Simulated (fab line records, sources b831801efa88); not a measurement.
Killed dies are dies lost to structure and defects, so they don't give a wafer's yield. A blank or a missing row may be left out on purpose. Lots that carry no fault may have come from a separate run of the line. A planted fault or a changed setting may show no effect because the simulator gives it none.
fab line records	flow gf180mcu
record: lots: 12	wafers: 36	last-day: 34
route steps=602 shown M3@426 V3@454 MIM@504
lots untouched by any fault: they come from a run of this same line in which no faults occurred
start-h: hours from the record's first day to the start of the lot's first wafer shown	wait-h: hours since the lot's step before	" unchanged from the row above	L1.1+2: one row covering several wafers at once	- no value present, or no start provided	* or withheld: withheld	< > ~ a bound
route shown NAME@n: NAME is a module with steps in the file, n the number in the route of the first one	usual: mean/standard deviation of fault-free wafers	same: alike in all rows	chamber/n: place in a boat	sites: the reading at each site	_std_site: their standard deviation	_edge_site: the outer-site mean with the inner-site mean subtracted	radius-mm: for every site, how far away it sits from the centre of the wafer	mask NAME#n: copy n	behind: the last tool/chamber to shape the wafer	hold: what put the lot on hold/how long, in hours/how the hold closed	device: names the non-switching transistor (n, p or np)	end of line: tests run on the same wafers once the route is complete	for a step that has no rows: nothing shown but its recipe	killed: not the wafer's yield, but the dies lost to structure and defects at the first sort	map: a wafer's dies, x killed, . not, _ none there
set.NAME: the run value of the setting; set.NAME@STEP: its run value at that earlier step	model.NAME: the simulator's own value behind a step, which no gauge read
the route's steps for a sample of lots (tables are steps, rows are wafers)
services: when a tool's chamber went out of use (start-h, in hours from the record's first day, below 0 if earlier), for how many hours, and the reason
== steps ==
step: GF_M3_STRIP_17
recipe: chemistry: O2/N2	power-w: 1400	pressure-mtorr: 1500	platen-temp-c: 250	o2-flow-sccm: 3000	n2-flow-sccm: 300	overash-fraction: 0.5
usual: drypump-motor-current-A: 5.9/0.42	heater-power-w: 340/37	oes-product-au: 0.539/0.0053	strip-time-to-endpoint-s: 7.41/0.05
lot.wafer	tool	chamber	start-h	wait-h	drypump-motor-current-A	heater-power-w	oes-product-au	rf-hours-counter-h	strip-time-to-endpoint-s
L565.1	plasma-asher-04	0	519.15	0.1	5.8	326	0.548	89	7.39
L565.3	"	0	"	"	5.8	339	0.542	-	7.43
L565.4	"	1	"	"	6.5	327	0.543	-	7.47
L566.1	plasma-asher-03	0	525.00	0.1	5.9	355	0.544	77	7.39
L566.4	"	0	"	"	6.0	359	0.532	-	7.37
L566.6	"	1	"	"	5.3	354	0.529	-	7.37
L567.4	plasma-asher-02	1	535.94	0.1	5.5	419	0.535	-	7.44
L567.5	"	1	"	"	5.5	402	0.540	-	7.40
L567.6	"	0	"	"	5.8	281	0.548	-	7.49
L569.2	plasma-asher-03	0	557.58	0.1	6.0	366	0.532	81	7.39
L569.5	"	0	"	"	6.0	360	0.536	-	7.42
L569.6	"	1	"	"	5.3	345	0.545	-	7.34
L570.1	plasma-asher-02	1	563.85	0.2	5.4	412	0.537	14	7.40
L570.3	"	0	"	"	5.8	291	0.542	-	7.42
L570.5	"	0	"	"	5.8	288	0.536	-	7.43
L572.1	plasma-asher-03	1	581.30	0.2	5.3	349	0.536	83	7.38
L572.2	"	0	"	"	6.0	363	0.539	83	7.39
L572.3	"	0	"	"	6.0	373	0.534	-	7.36
L573.1	plasma-asher-02	0	582.77	0.1	5.8	292	0.532	16	7.44
L573.3	"	0	"	"	5.8	283	0.543	-	7.39
L573.5	"	1	"	"	5.5	410	0.542	-	7.45
L575.1	plasma-asher-04	1	602.17	0.1	6.5	327	0.542	98	7.41
L575.3	"	0	"	"	5.8	332	0.538	-	7.50
L575.6	"	0	"	"	5.9	334	0.539	-	7.47
L580.1	plasma-asher-02	1	636.75	0.2	5.5	404	0.542	22	7.42
L580.5	"	0	"	"	5.7	295	0.541	-	7.38
L580.6	"	1	"	"	5.5	429	0.539	-	7.40
L583.2	plasma-asher-04	1	654.90	0.1	6.5	326	0.538	105	7.37
L583.3	"	0	"	"	5.9	320	0.541	-	7.34
L583.4	"	1	"	"	6.5	325	0.541	-	7.38
L584.2	plasma-asher-03	0	661.52	0.1	6.0	354	0.537	93	7.35
L584.4	"	1	"	"	5.3	344	0.530	-	7.32
L584.5	"	1	"	"	5.3	347	0.538	-	7.37
L585.2	plasma-asher-04	0	667.72	0.1	5.9	326	0.539	106	7.37
L585.4	"	1	"	"	6.5	325	0.540	-	7.40
L585.6	"	1	"	"	6.5	327	0.541	-	7.37
step: GF_V3_THK_MEAS_25
recipe: thk-meas-gauge: xrf	reads: W_of_V3_CVD_23
usual: V3_W_THK: 351/3.9
lot.wafer	tool	chamber	start-h	wait-h	V3_W_THK[nm]
L565.1	film-metro-04	-	543.94	0.1	355
L565.3	"	-	"	"	354
L565.4	"	-	"	"	353
L566.1	film-metro-03	-	550.20	0.1	349
L566.4	"	-	"	"	347
L566.6	"	-	"	"	348
L567.4	film-metro-03	-	560.67	0.1	350
L567.5	"	-	"	"	353
L567.6	"	-	"	"	352
L569.2	film-metro-02	-	581.66	0.1	351
L569.5	"	-	"	"	351
L569.6	"	-	"	"	353
L570.1	film-metro-02	-	588.13	0.1	350
L570.3	"	-	"	"	355
L570.5	"	-	"	"	348
L572.1	film-metro-02	-	605.53	0.1	356
L572.2	"	-	"	"	355
L572.3	"	-	"	"	355
L573.1	film-metro-04	-	606.12	0.1	349
L573.3	"	-	"	"	349
L573.5	"	-	"	"	353
L575.1	film-metro-02	-	625.08	0.1	352
L575.3	"	-	"	"	349
L575.6	"	-	"	"	353
L580.1	film-metro-04	-	658.03	0.1	346
L580.5	"	-	"	"	351
L580.6	"	-	"	"	356
L583.2	film-metro-02	-	676.33	0.1	352
L583.3	"	-	"	"	354
L583.4	"	-	"	"	348
L584.2	film-metro-02	-	682.75	0.1	351
L584.4	"	-	"	"	354
L584.5	"	-	"	"	356
L585.2	film-metro-02	-	689.93	0.1	349
L585.4	"	-	"	"	349
L585.6	"	-	"	"	356
step: GF_MIM_SPUTTER_01
recipe: material: TiN	target-thk-nm: 30	power-w: 6500	time-s: 25	chamber-pressure-pa: 0.4
usual: throttle-valve-pct: 29.9/1.2
lot.wafer	tool	chamber	start-h	wait-h	throttle-valve-pct
L565.1	pvd-sputter-04	-	591.32	0.1	29.1
L565.3	"	-	"	"	31.3
L565.4	"	-	"	"	28.7
L566.1	pvd-sputter-01	-	597.33	0.1	29.9
L566.4	"	-	"	"	32.0
L566.6	"	-	"	"	32.0
L567.4	pvd-sputter-01	-	607.01	0.1	32.1
L567.5	"	-	"	"	31.9
L567.6	"	-	"	"	28.0
L569.2	pvd-sputter-03	-	626.91	0.1	31.3
L569.5	"	-	"	"	30.5
L569.6	"	-	"	"	31.2
L570.1	pvd-sputter-01	-	634.17	0.1	31.8
L570.3	"	-	"	"	29.1
L570.5	"	-	"	"	29.1
L572.1	pvd-sputter-03	-	649.15	0.1	30.4
L572.2	"	-	"	"	31.0
L572.3	"	-	"	"	30.7
L573.1	pvd-sputter-03	-	650.70	0.1	29.4
L573.3	"	-	"	"	31.3
L573.5	"	-	"	"	29.6
L575.1	pvd-sputter-03	-	667.81	0.1	30.1
L575.3	"	-	"	"	29.3
L575.6	"	-	"	"	30.6
L580.1	pvd-sputter-03	-	698.98	0.1	29.2
L580.5	"	-	"	"	30.2
L580.6	"	-	"	"	31.0
L583.2	pvd-sputter-03	-	717.12	0.1	29.4
L583.3	"	-	"	"	31.5
L583.4	"	-	"	"	30.8
L584.2	pvd-sputter-01	-	723.30	0.1	32.0
L584.4	"	-	"	"	30.1
L584.5	"	-	"	"	29.1
L585.2	pvd-sputter-04	-	730.16	0.1	31.5
L585.4	"	-	"	"	28.7
L585.6	"	-	"	"	28.0
step: GF_MIM_CVD_05
recipe: material: Si3N4	target-thk-nm: 42	temp-max-c: 400	temp-c: 385	time-s: 29.086	rf-w: 450
usual: heater-power-w: 687/120
lot.wafer	tool	chamber	start-h	wait-h	heater-power-w
L565.1	pecvd-03	1	591.44	0.0	604
L565.3	"	0	"	"	604
L565.4	"	1	"	"	605
L566.1	pecvd-01	2	597.45	0.0	505
L566.4	"	2	"	"	497
L566.6	"	1	"	"	928
L567.4	pecvd-01	2	607.15	0.0	536
L567.5	"	1	"	"	897
L567.6	"	0	"	"	689
L569.2	pecvd-04	0	627.03	0.0	549
L569.5	"	0	"	"	545
L569.6	"	2	"	"	704
L570.1	pecvd-04	1	634.29	0.0	784
L570.3	"	0	"	"	544
L570.5	"	0	"	"	532
L572.1	pecvd-04	0	649.27	0.0	498
L572.2	"	1	"	"	818
L572.3	"	2	"	"	692
L573.1	pecvd-01	0	650.82	0.0	629
L573.3	"	1	"	"	857
L573.5	"	2	"	"	529
L575.1	pecvd-04	0	667.93	0.0	504
L575.3	"	1	"	"	769
L575.6	"	0	"	"	502
L580.1	pecvd-03	2	699.10	0.0	723
L580.5	"	0	"	"	569
L580.6	"	1	"	"	570
L583.2	pecvd-01	2	717.24	0.0	538
L583.3	"	1	"	"	972
L583.4	"	1	"	"	959
L584.2	pecvd-01	1	723.43	0.0	948
L584.4	"	0	"	"	707
L584.5	"	1	"	"	955
L585.2	pecvd-04	2	730.28	0.0	814
L585.4	"	2	"	"	810
L585.6	"	0	"	"	502
step: GF_MIM_THK_MEAS_06
recipe: reads: Si3N4_of_MIM_CVD_05
usual: MIM_CVD_05_THK: 42.0/0.56
lot.wafer	tool	chamber	start-h	wait-h	MIM_CVD_05_THK[nm]
L565.1	film-metro-01	-	591.47	0.0	41.0
L565.3	"	-	"	"	41.7
L565.4	"	-	"	"	41.5
L566.1	film-metro-02	-	597.48	0.0	41.8
L566.4	"	-	"	"	42.1
L566.6	"	-	"	"	42.3
L567.4	film-metro-04	-	607.19	0.0	41.6
L567.5	"	-	"	"	41.5
L567.6	"	-	"	"	41.5
L569.2	film-metro-02	-	627.07	0.0	41.5
L569.5	"	-	"	"	41.8
L569.6	"	-	"	"	41.6
L570.1	film-metro-01	-	634.36	0.1	41.9
L570.3	"	-	"	"	42.3
L570.5	"	-	"	"	42.7
L572.1	film-metro-02	-	649.30	0.0	45.5
L572.2	"	-	"	"	45.8
L572.3	"	-	"	"	40.9
L573.1	film-metro-02	-	650.85	0.0	41.2
L573.3	"	-	"	"	41.4
L573.5	"	-	"	"	42.3
L575.1	film-metro-01	-	667.97	0.0	46.4
L575.3	"	-	"	"	41.8
L575.6	"	-	"	"	46.9
L580.1	film-metro-02	-	699.13	0.0	41.9
L580.5	"	-	"	"	42.7
L580.6	"	-	"	"	42.0
L583.2	film-metro-02	-	717.28	0.0	40.9
L583.3	"	-	"	"	41.3
L583.4	"	-	"	"	41.4
L584.2	film-metro-04	-	723.47	0.0	41.0
L584.4	"	-	"	"	42.1
L584.5	"	-	"	"	42.1
L585.2	film-metro-01	-	730.32	0.0	42.2
L585.4	"	-	"	"	43.0
L585.6	"	-	"	"	42.3
== services ==
tool	chamber	start-h	hours	kind
pvd-sputter-03	1	495.45	-	consumable-replace:kit
pvd-sputter-03	1	495.45	18.0	scheduled-down
pvd-sputter-03	1	495.45	18.0	vent-cycle
pvd-sputter-03	-	506.99	3.8	repair
pvd-sputter-01	-	510.79	1.6	repair
pvd-sputter-03	-	530.89	1.1	repair
pvd-sputter-04	-	532.45	3.6	repair
pvd-sputter-03	-	534.07	8.7	repair
pecvd-01	-	535.28	3.0	repair
plasma-asher-02	-	540.91	4.0	repair
pecvd-03	1	541.78	2.7	repair
pecvd-04	-	555.61	0.5	repair
pecvd-04	-	591.12	14.0	pm
pvd-sputter-03	-	613.10	4.8	repair
pecvd-03	-	614.32	1.6	repair
pecvd-04	-	623.60	2.9	repair
pvd-sputter-04	-	639.59	5.2	repair
pvd-sputter-04	-	642.30	5.5	repair
pvd-sputter-01	-	650.34	2.7	repair
pvd-sputter-03	0	669.33	-	consumable-replace:kit
pvd-sputter-03	0	669.33	18.0	scheduled-down
plasma-asher-04	-	683.59	2.1	repair
pecvd-01	2	693.13	6.5	repair
pecvd-04	-	712.38	0.6	repair
== key ==
first-sign: step: GF_MIM_THK_MEAS_06	reading: MIM_CVD_05_THK	direction: up	sigmas: 7.5	usual: 42.0	struck: 46.2
effect none on later readings
met-at GF_MIM_CVD_05
struck-lots L572,L575
struck-wafers L572.1,L572.2,L575.1,L575.6
not-acting-at GF_M3_STRIP_17,GF_V3_THK_MEAS_25,GF_MIM_SPUTTER_01
onset-between 634.29 649.27
fault: kind: process-parameter-drift	tool: pecvd-04	chamber: -	onset-h: 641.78	steps: GF_MIM_CVD_05	channel: target-thk-nm	offset: 4.5548	shape: step	end-h: 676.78	scope: struck-wafers-only	acts-in: these-recipes-only	stated: 42
